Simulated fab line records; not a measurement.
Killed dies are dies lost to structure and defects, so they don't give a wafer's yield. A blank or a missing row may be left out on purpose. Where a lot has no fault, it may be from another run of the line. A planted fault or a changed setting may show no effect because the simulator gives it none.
What tool caused it? || flow gf180mcu || 11 lots, 33 wafers sampled, at 5 steps of a route of 602

== WHAT THE GAUGES READ, wafer by wafer ==
GF_V1_RS_MEAS_24: the measuring method here is four-point-probe. Usual: V1_W_RS 0.320 ohm/sq, standard deviation 0.0093.
{"lot": "L222", "measured": "day 18 02:37", "on": "film metro-01", "V1_W_RS (ohm/sq)": "0.310 0.322 0.327", "flag": ""}
{"lot": "L224", "measured": "day 18 23:03", "on": "film metro-01", "V1_W_RS (ohm/sq)": "0.307 0.324 0.310", "flag": ""}
{"lot": "L227", "measured": "day 20 04:35", "on": "film metro-01", "V1_W_RS (ohm/sq)": "0.307 0.306 0.323", "flag": ""}
{"lot": "L228", "measured": "day 20 08:08", "on": "film metro-03", "V1_W_RS (ohm/sq)": "0.311 0.325 0.305", "flag": ""}
{"lot": "L229", "measured": "day 20 17:37", "on": "film metro-02", "V1_W_RS (ohm/sq)": "0.321 0.306 0.308", "flag": ""}
{"lot": "L230", "measured": "day 21 14:14", "on": "film metro-03", "V1_W_RS (ohm/sq)": "0.310 0.328 0.306", "flag": ""}
{"lot": "L232", "measured": "day 21 23:56", "on": "film metro-02", "V1_W_RS (ohm/sq)": "0.307 0.323 0.322", "flag": ""}
{"lot": "L234", "measured": "day 22 21:32", "on": "film metro-03", "V1_W_RS (ohm/sq)": "0.333 0.332 0.333", "flag": ""}
{"lot": "L240", "measured": "day 24 14:59", "on": "film metro-03", "V1_W_RS (ohm/sq)": "0.307 0.307 0.349", "flag": ""}
{"lot": "L242", "measured": "day 25 10:22", "on": "film metro-01", "V1_W_RS (ohm/sq)": "0.326 0.325 0.323", "flag": ""}
{"lot": "L245", "measured": "day 26 04:44", "on": "film metro-03", "V1_W_RS (ohm/sq)": "0.328 0.332 0.327", "flag": ""}

== TOOL THAT RAN EACH LOT (tool first, then ch and the chambers of the sampled wafers, then the start) ==
{"lot": "L222", "GF_SAB_ETCH_11": "rie diel-03 ch 0,2, day 15 02:25", "GF_SALICIDE_RTA_08": "rtp anneal-01 ch 0, day 15 03:27", "GF_V1_ETCH_16": "rie diel-02 ch 0,1,2, day 18 01:19", "GF_V1_CVD_23": "cvd w-02 ch 0,1, day 18 02:29"}
{"lot": "L224", "GF_SAB_ETCH_11": "rie diel-03 ch 1,2,3, day 15 20:40", "GF_SALICIDE_RTA_08": "rtp anneal-02 ch 0, day 15 21:26", "GF_V1_ETCH_16": "rie diel-01 ch 1,2,3, day 18 22:10", "GF_V1_CVD_23": "cvd w-02 ch 0,1, day 18 22:56"}
{"lot": "L227", "GF_SAB_ETCH_11": "rie diel-04 ch 0,3, day 17 00:22", "GF_SALICIDE_RTA_08": "rtp anneal-02 ch 0, day 17 01:10", "GF_V1_ETCH_16": "rie diel-01 ch 2,3, day 20 03:43", "GF_V1_CVD_23": "cvd w-02 ch 0,1, day 20 04:29"}
{"lot": "L228", "GF_SAB_ETCH_11": "rie diel-02 ch 0,1,2, day 17 03:17", "GF_SALICIDE_RTA_08": "rtp anneal-02 ch 0, day 17 04:05", "GF_V1_ETCH_16": "rie diel-01 ch 2,3, day 20 07:13", "GF_V1_CVD_23": "cvd w-02 ch 0,1, day 20 08:01"}
{"lot": "L229", "GF_SAB_ETCH_11": "rie diel-02 ch 0,3, day 17 12:29", "GF_SALICIDE_RTA_08": "rtp anneal-02 ch 0, day 17 13:21", "GF_V1_ETCH_16": "rie diel-01 ch 0,2,3, day 20 16:43", "GF_V1_CVD_23": "cvd w-02 ch 0,1, day 20 17:31"}
{"lot": "L230", "GF_SAB_ETCH_11": "rie diel-04 ch 0,1,3, day 18 08:13", "GF_SALICIDE_RTA_08": "rtp anneal-02 ch 0, day 18 09:12", "GF_V1_ETCH_16": "rie diel-02 ch 2,3, day 21 13:22", "GF_V1_CVD_23": "cvd w-02 ch 0,1, day 21 14:08"}
{"lot": "L232", "GF_SAB_ETCH_11": "rie diel-04 ch 0,1,2, day 18 18:22", "GF_SALICIDE_RTA_08": "rtp anneal-02 ch 0, day 18 19:19", "GF_V1_ETCH_16": "rie diel-02 ch 1,2,3, day 21 23:01", "GF_V1_CVD_23": "cvd w-02 ch 0,1, day 21 23:49"}
{"lot": "L234", "GF_SAB_ETCH_11": "rie diel-03 ch 0,2,3, day 19 16:40", "GF_SALICIDE_RTA_08": "rtp anneal-01 ch 0, day 19 17:29", "GF_V1_ETCH_16": "rie diel-03 ch 0,1,3, day 22 20:37", "GF_V1_CVD_23": "cvd w-01 ch 0,1, day 22 21:25"}
{"lot": "L240", "GF_SAB_ETCH_11": "rie diel-03 ch 1,2,3, day 21 12:52", "GF_SALICIDE_RTA_08": "rtp anneal-01 ch 0, day 21 13:38", "GF_V1_ETCH_16": "rie diel-03 ch 1,2, day 24 14:07", "GF_V1_CVD_23": "cvd w-02 ch 0,1, day 24 14:52"}
{"lot": "L242", "GF_SAB_ETCH_11": "rie diel-02 ch 0,1,3, day 22 09:10", "GF_SALICIDE_RTA_08": "rtp anneal-02 ch 0, day 22 09:56", "GF_V1_ETCH_16": "rie diel-03 ch 0,1,3, day 25 09:22", "GF_V1_CVD_23": "cvd w-01 ch 0,1, day 25 10:15"}
{"lot": "L245", "GF_SAB_ETCH_11": "rie diel-04 ch 2,3, day 23 05:31", "GF_SALICIDE_RTA_08": "rtp anneal-02 ch 0, day 23 06:20", "GF_V1_ETCH_16": "rie diel-01 ch 1,2, day 26 03:49", "GF_V1_CVD_23": "cvd w-01 ch 0,1, day 26 04:37"}
- GF_SAB_ETCH_11: etches SiO2 in C4F8/O2/Ar, target depth 55 nm, time 8.5 s.
- GF_SALICIDE_RTA_08: time 30 s.
- GF_V1_ETCH_16: etches BARC in N2/H2.
- GF_V1_CVD_23: deposits W, target thk 350 nm, time 105.05 s.

== AS READ BY THE TOOLS THEMSELVES (means over the sampled wafers that have a number; for cases with no such wafer, the mark the record gives instead) ==
GF_SAB_ETCH_11. Usual: oes product au 1.001 a.u., standard deviation 0.0076; rf fwd power W 1469 W, standard deviation 9.
{"lot": "L222", "tool": "rie diel-03", "oes product au (a.u.)": 0.999, "rf fwd power W (W)": 1474, "flag": ""}
{"lot": "L224", "tool": "rie diel-03", "oes product au (a.u.)": 0.996, "rf fwd power W (W)": 1470, "flag": ""}
{"lot": "L227", "tool": "rie diel-04", "oes product au (a.u.)": 1.004, "rf fwd power W (W)": 1463, "flag": ""}
{"lot": "L228", "tool": "rie diel-02", "oes product au (a.u.)": 0.993, "rf fwd power W (W)": 1474, "flag": ""}
{"lot": "L229", "tool": "rie diel-02", "oes product au (a.u.)": 1.010, "rf fwd power W (W)": 1461, "flag": ""}
{"lot": "L230", "tool": "rie diel-04", "oes product au (a.u.)": 0.996, "rf fwd power W (W)": 1465, "flag": ""}
{"lot": "L232", "tool": "rie diel-04", "oes product au (a.u.)": 1.000, "rf fwd power W (W)": 1464, "flag": ""}
{"lot": "L234", "tool": "rie diel-03", "oes product au (a.u.)": 0.996, "rf fwd power W (W)": 1473, "flag": ""}
{"lot": "L240", "tool": "rie diel-03", "oes product au (a.u.)": 1.006, "rf fwd power W (W)": 1473, "flag": ""}
{"lot": "L242", "tool": "rie diel-02", "oes product au (a.u.)": 1.011, "rf fwd power W (W)": 1468, "flag": ""}
{"lot": "L245", "tool": "rie diel-04", "oes product au (a.u.)": 1.005, "rf fwd power W (W)": 1463, "flag": ""}

GF_SALICIDE_RTA_08. Usual: anneal temp c max 802.2, standard deviation 0.45; lamp power pct 17.4 %, standard deviation 1.5; wafer_temp_C_max 803.3, standard deviation 0.71.
{"lot": "L222", "tool": "rtp anneal-01", "anneal temp c max": 802.1, "lamp power pct (%)": 19.2, "wafer_temp_C_max": 802.8, "flag": ""}
{"lot": "L224", "tool": "rtp anneal-02", "anneal temp c max": 802.3, "lamp power pct (%)": 16.2, "wafer_temp_C_max": 803.2, "flag": ""}
{"lot": "L227", "tool": "rtp anneal-02", "anneal temp c max": 801.9, "lamp power pct (%)": 16.1, "wafer_temp_C_max": 803.0, "flag": ""}
{"lot": "L228", "tool": "rtp anneal-02", "anneal temp c max": 801.9, "lamp power pct (%)": 16.1, "wafer_temp_C_max": 802.5, "flag": ""}
{"lot": "L229", "tool": "rtp anneal-02", "anneal temp c max": 802.3, "lamp power pct (%)": 16.1, "wafer_temp_C_max": 803.3, "flag": ""}
{"lot": "L230", "tool": "rtp anneal-02", "anneal temp c max": 801.9, "lamp power pct (%)": 16.1, "wafer_temp_C_max": 803.1, "flag": ""}
{"lot": "L232", "tool": "rtp anneal-02", "anneal temp c max": 802.5, "lamp power pct (%)": 16.1, "wafer_temp_C_max": 803.9, "flag": ""}
{"lot": "L234", "tool": "rtp anneal-01", "anneal temp c max": 802.1, "lamp power pct (%)": 19.2, "wafer_temp_C_max": 803.7, "flag": ""}
{"lot": "L240", "tool": "rtp anneal-01", "anneal temp c max": 802.6, "lamp power pct (%)": 19.2, "wafer_temp_C_max": 803.4, "flag": ""}
{"lot": "L242", "tool": "rtp anneal-02", "anneal temp c max": 802.2, "lamp power pct (%)": 16.1, "wafer_temp_C_max": 804.2, "flag": ""}
{"lot": "L245", "tool": "rtp anneal-02", "anneal temp c max": 801.9, "lamp power pct (%)": 16.1, "wafer_temp_C_max": 803.4, "flag": ""}

GF_V1_ETCH_16. Usual: drypump motor current A 5.7 A, standard deviation 0.36; h2 flow sccm 199.9 sccm, standard deviation 0.61; n2 flow sccm 99.95 sccm, standard deviation 0.29; oes product au 0.855 a.u., standard deviation 0.0047; rf fwd power W 494.7 W, standard deviation 2.1; throttle valve pct 13.223 %, standard deviation 0.0088.
{"lot": "L222", "tool": "rie diel-02", "drypump motor current A (A)": 5.5, "h2 flow sccm (sccm)": 200.0, "n2 flow sccm (sccm)": 99.82, "oes product au (a.u.)": 0.858, "rf fwd power W (W)": 495.6, "throttle valve pct (%)": 13.229, "flag": ""}
{"lot": "L224", "tool": "rie diel-01", "drypump motor current A (A)": 5.8, "h2 flow sccm (sccm)": 199.8, "n2 flow sccm (sccm)": 100.04, "oes product au (a.u.)": 0.854, "rf fwd power W (W)": 494.8, "throttle valve pct (%)": 13.210, "flag": ""}
{"lot": "L227", "tool": "rie diel-01", "drypump motor current A (A)": 5.8, "h2 flow sccm (sccm)": 199.9, "n2 flow sccm (sccm)": 99.97, "oes product au (a.u.)": 0.860, "rf fwd power W (W)": 493.6, "throttle valve pct (%)": 13.218, "flag": ""}
{"lot": "L228", "tool": "rie diel-01", "drypump motor current A (A)": 5.7, "h2 flow sccm (sccm)": 200.4, "n2 flow sccm (sccm)": 99.91, "oes product au (a.u.)": 0.848, "rf fwd power W (W)": 495.2, "throttle valve pct (%)": 13.225, "flag": ""}
{"lot": "L229", "tool": "rie diel-01", "drypump motor current A (A)": 5.6, "h2 flow sccm (sccm)": 200.4, "n2 flow sccm (sccm)": 99.82, "oes product au (a.u.)": 0.863, "rf fwd power W (W)": 493.8, "throttle valve pct (%)": 13.235, "flag": ""}
{"lot": "L230", "tool": "rie diel-02", "drypump motor current A (A)": 5.5, "h2 flow sccm (sccm)": 199.5, "n2 flow sccm (sccm)": 99.64, "oes product au (a.u.)": 0.858, "rf fwd power W (W)": 497.1, "throttle valve pct (%)": 13.222, "flag": ""}
{"lot": "L232", "tool": "rie diel-02", "drypump motor current A (A)": 5.5, "h2 flow sccm (sccm)": 199.6, "n2 flow sccm (sccm)": 99.90, "oes product au (a.u.)": 0.857, "rf fwd power W (W)": 497.1, "throttle valve pct (%)": 13.226, "flag": ""}
{"lot": "L234", "tool": "rie diel-03", "drypump motor current A (A)": 5.7, "h2 flow sccm (sccm)": 200.1, "n2 flow sccm (sccm)": 100.03, "oes product au (a.u.)": 0.853, "rf fwd power W (W)": 494.0, "throttle valve pct (%)": 13.230, "flag": ""}
{"lot": "L240", "tool": "rie diel-03", "drypump motor current A (A)": 6.2, "h2 flow sccm (sccm)": 200.3, "n2 flow sccm (sccm)": 99.95, "oes product au (a.u.)": 0.852, "rf fwd power W (W)": 495.1, "throttle valve pct (%)": 13.222, "flag": ""}
{"lot": "L242", "tool": "rie diel-03", "drypump motor current A (A)": 5.6, "h2 flow sccm (sccm)": 199.6, "n2 flow sccm (sccm)": 100.15, "oes product au (a.u.)": 0.856, "rf fwd power W (W)": 493.3, "throttle valve pct (%)": 13.228, "flag": ""}
{"lot": "L245", "tool": "rie diel-01", "drypump motor current A (A)": 5.7, "h2 flow sccm (sccm)": 199.2, "n2 flow sccm (sccm)": 100.13, "oes product au (a.u.)": 0.855, "rf fwd power W (W)": 496.2, "throttle valve pct (%)": 13.224, "flag": ""}

GF_V1_CVD_23. Usual: heater power outer w 528 W, standard deviation 91; heater power w 881 W, standard deviation 180.
{"lot": "L222", "tool": "cvd w-02", "heater power outer w (W)": 586, "heater power w (W)": 987, "flag": ""}
{"lot": "L224", "tool": "cvd w-02", "heater power outer w (W)": 518, "heater power w (W)": 859, "flag": ""}
{"lot": "L227", "tool": "cvd w-02", "heater power outer w (W)": 526, "heater power w (W)": 876, "flag": ""}
{"lot": "L228", "tool": "cvd w-02", "heater power outer w (W)": 521, "heater power w (W)": 872, "flag": ""}
{"lot": "L229", "tool": "cvd w-02", "heater power outer w (W)": 524, "heater power w (W)": 855, "flag": ""}
{"lot": "L230", "tool": "cvd w-02", "heater power outer w (W)": 522, "heater power w (W)": 870, "flag": ""}
{"lot": "L232", "tool": "cvd w-02", "heater power outer w (W)": 580, "heater power w (W)": 976, "flag": ""}
{"lot": "L234", "tool": "cvd w-01", "heater power outer w (W)": 442, "heater power w (W)": 718, "flag": ""}
{"lot": "L240", "tool": "cvd w-02", "heater power outer w (W)": 522, "heater power w (W)": 875, "flag": ""}
{"lot": "L242", "tool": "cvd w-01", "heater power outer w (W)": 452, "heater power w (W)": 724, "flag": ""}
{"lot": "L245", "tool": "cvd w-01", "heater power outer w (W)": 458, "heater power w (W)": 766, "flag": ""}

== THE ANSWER, worked out from the rows above alone ==
Rule: a lot is off if the mean of its wafers that have a number lies more than 3 standard deviations from the usual mean. Also off: a lot with no number at a reading for which 4 or more lots have one. All remaining lots with rows at the step are treated as sound. First the gauges in route order, then the tools' own readings, where a lot's mean is used as printed above. The first step at which some lot is off is used, and at that step the reading that is off furthest; a lot without a number counts as furthest.
Across all readings shown, no lot is off: no conclusion can be drawn from this.

== WHAT THE SIMULATOR HAD INSERTED ==
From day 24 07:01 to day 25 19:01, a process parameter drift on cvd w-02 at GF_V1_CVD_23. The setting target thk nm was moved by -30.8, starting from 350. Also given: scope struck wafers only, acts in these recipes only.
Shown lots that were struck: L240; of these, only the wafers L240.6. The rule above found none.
